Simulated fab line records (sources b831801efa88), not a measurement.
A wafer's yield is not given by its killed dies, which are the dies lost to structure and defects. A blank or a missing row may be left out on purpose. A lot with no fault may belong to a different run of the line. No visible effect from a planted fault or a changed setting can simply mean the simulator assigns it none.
Matching of chambers :: flow gf180mcu :: 4 sister chambers for GF_V2_CMP_04 on cmp-02
The step polishes SiO2. 14 wafers are shown with their chamber, then 7 later ones without.

WAFERS, EACH WITH ITS CHAMBER
wafer: L492.4
chamber: 3
time_to_endpoint_s (s): 86
motor_current_A (A): 12.5

wafer: L492.5
chamber: 0
time_to_endpoint_s (s): 91
motor_current_A (A): 11.3

wafer: L492.6
chamber: 1
time_to_endpoint_s (s): 82
motor_current_A (A): 11.7

wafer: L493.3
chamber: 1
time_to_endpoint_s (s): 79
motor_current_A (A): 12.2

wafer: L493.5
chamber: 2
time_to_endpoint_s (s): 86
motor_current_A (A): 11.6

wafer: L493.6
chamber: 3
time_to_endpoint_s (s): 79
motor_current_A (A): 12.8

wafer: L496.1
chamber: 2
time_to_endpoint_s (s): 84
motor_current_A (A): 11.8

wafer: L496.4
chamber: 0
time_to_endpoint_s (s): 87
motor_current_A (A): 12.1

wafer: L496.6
chamber: 0
time_to_endpoint_s (s): 86
motor_current_A (A): 12.1

wafer: L498.2
chamber: 3
time_to_endpoint_s (s): 71
motor_current_A (A): 11.9

wafer: L498.3
chamber: 0
time_to_endpoint_s (s): 80
motor_current_A (A): 11.5

wafer: L498.6
chamber: 0
time_to_endpoint_s (s): 87
motor_current_A (A): 11.7

wafer: L501.1
chamber: 3
time_to_endpoint_s (s): 77
motor_current_A (A): 11.9

wafer: L501.4
chamber: 1
time_to_endpoint_s (s): 82
motor_current_A (A): 12.2

SIGNATURES (averages over the wafers above)
reading: time_to_endpoint_s
chamber 0: 86.20
chamber 1: 81.00
chamber 2: 85.00
chamber 3: 78.25
scatter within a chamber: 4.31

reading: motor_current_A
chamber 0: 11.740
chamber 1: 12.033
chamber 2: 11.700
chamber 3: 12.275
scatter within a chamber: 0.361
Rule: a wafer's distance from a chamber is the root of the sum, over the readings, of the square of ((its reading less the chamber's mean) divided by the reading's scatter). If the next closest chamber is less than 2 further off than the closest, the wafer can't be placed; otherwise it belongs to the closest. The scatter: take each reading less its chamber's mean, square it, sum over the shown wafers, divide by the number of wafers less the number of chambers, and take the root.

WAFERS WITH NO CHAMBER GIVEN
wafer: L501.6
time_to_endpoint_s (s): 85
motor_current_A (A): 11.2

wafer: L510.3
time_to_endpoint_s (s): 81
motor_current_A (A): 11.4

wafer: L510.4
time_to_endpoint_s (s): 86
motor_current_A (A): 12.5

wafer: L510.6
time_to_endpoint_s (s): 80
motor_current_A (A): 12.0

wafer: L514.4
time_to_endpoint_s (s): 84
motor_current_A (A): 11.9

wafer: L514.5
time_to_endpoint_s (s): 87
motor_current_A (A): 12.3

wafer: L514.6
time_to_endpoint_s (s): 82
motor_current_A (A): 12.0

THE CHAMBER EACH PASSED THROUGH
wafer: L501.6
from the rows above: can't be placed: 2 or 0 or 1 or 3
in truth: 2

wafer: L510.3
from the rows above: can't be placed: 2 or 0 or 1 or 3
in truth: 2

wafer: L510.4
from the rows above: can't be placed: 1 or 3 or 0 or 2
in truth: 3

wafer: L510.6
from the rows above: can't be placed: 1 or 3 or 2 or 0
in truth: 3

wafer: L514.4
from the rows above: can't be placed: 2 or 0 or 1 or 3
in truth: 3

wafer: L514.5
from the rows above: can't be placed: 0 or 1 or 2 or 3
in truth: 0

wafer: L514.6
from the rows above: can't be placed: 1 or 2 or 3 or 0
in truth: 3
Correctly placed: 0 of 7. Not placeable from these rows: 7 (in 7, the candidates include the true chamber). Wrongly placed: 0.
